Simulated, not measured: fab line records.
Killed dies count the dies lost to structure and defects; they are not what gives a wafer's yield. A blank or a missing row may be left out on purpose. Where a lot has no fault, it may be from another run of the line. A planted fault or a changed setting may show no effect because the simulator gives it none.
Which of the tools did it? | flow sky130 | 6 lots with 18 wafers sampled at 3 steps, on a route of 708 steps

== WHAT EACH GAUGE READ, for each wafer ==
SKY_POLY_CUT_CD_MEAS_08 targets a cd of 270 nm.
lot  | measured     | on        | cd_nm (nm)
L403 | day 25 15:31 | cd_sem-01 | 270.7 269.7 268.0
L407 | day 27 10:53 | cd_sem-01 | 270.5 269.4 269.4
L409 | day 28 00:17 | cd_sem-02 | 271.4 272.6 271.4
L411 | day 29 01:27 | cd_sem-01 | 270.1 269.3 269.4
L413 | day 29 12:34 | cd_sem-01 | 270.3 269.7 269.6
L418 | day 30 01:50 | cd_sem-01 | 268.6 248.2 269.6

== TOOL THAT RAN EACH LOT (tool first, then ch and the chambers of the sampled wafers, then the start) ==
lot  | SKY_POLY_GATE_ETCH_15              | SKY_POLY_CUT_EXPOSE_05
L403 | rie_diel-02 ch 1,3, day 17 19:43   | krf_scanner-02 ch 0, day 25 00:20
L407 | rie_diel-02 ch 0,2,3, day 19 16:34 | krf_scanner-01 ch 0, day 26 20:45
L409 | rie_diel-03 ch 2,3, day 20 07:28   | krf_scanner-02 ch 0, day 27 09:55
L411 | rie_diel-03 ch 0,1,3, day 21 12:52 | krf_scanner-02 ch 0, day 28 11:08
L413 | rie_diel-01 ch 1,2, day 21 22:31   | krf_scanner-02 ch 0, day 28 22:37
L418 | rie_diel-03 ch 1,2, day 22 15:08   | krf_scanner-01 ch 0, day 29 12:19
- SKY_POLY_GATE_ETCH_15: etches BARC in N2/H2, stops on SiO2, time 118.5 s, target depth 110 nm.
- SKY_POLY_CUT_EXPOSE_05: exposes mask NPCM, target cd 270 nm.

== THE ANSWER, worked out from the rows above alone ==
Rule: usual is defined by the lots themselves. Put in order of their means at a reading, lots are off if they are a third of the lots or fewer, leave a main group of 4 or more, and stand apart from it by a gap of 3 or more times the standard deviation of the main group's means; of several such gaps the widest counts. A main group is skipped when, at the precision printed for the reading in the tables above, its means are all equal. Also off: a lot with no number at a reading for which 4 or more lots have one. Any other lot the step has rows for is counted as sound.
Off: L418 (SKY_POLY_CUT_CD_MEAS_08, cd_nm). The main group: mean 270.1 nm, standard deviation 0.86.
A tool fits if, at a process step before that reading, it ran every lot that is off, and no sound lot after the first of them. Those tools and the gauges at SKY_POLY_CUT_CD_MEAS_08 are tried in the same way. Can't be told from this: 3 tools fit, rie_diel-03 at SKY_POLY_GATE_ETCH_15, krf_scanner-01 at SKY_POLY_CUT_EXPOSE_05, cd_sem-01 at SKY_POLY_CUT_CD_MEAS_08.

== WHAT THE SIMULATOR PUT IN ==
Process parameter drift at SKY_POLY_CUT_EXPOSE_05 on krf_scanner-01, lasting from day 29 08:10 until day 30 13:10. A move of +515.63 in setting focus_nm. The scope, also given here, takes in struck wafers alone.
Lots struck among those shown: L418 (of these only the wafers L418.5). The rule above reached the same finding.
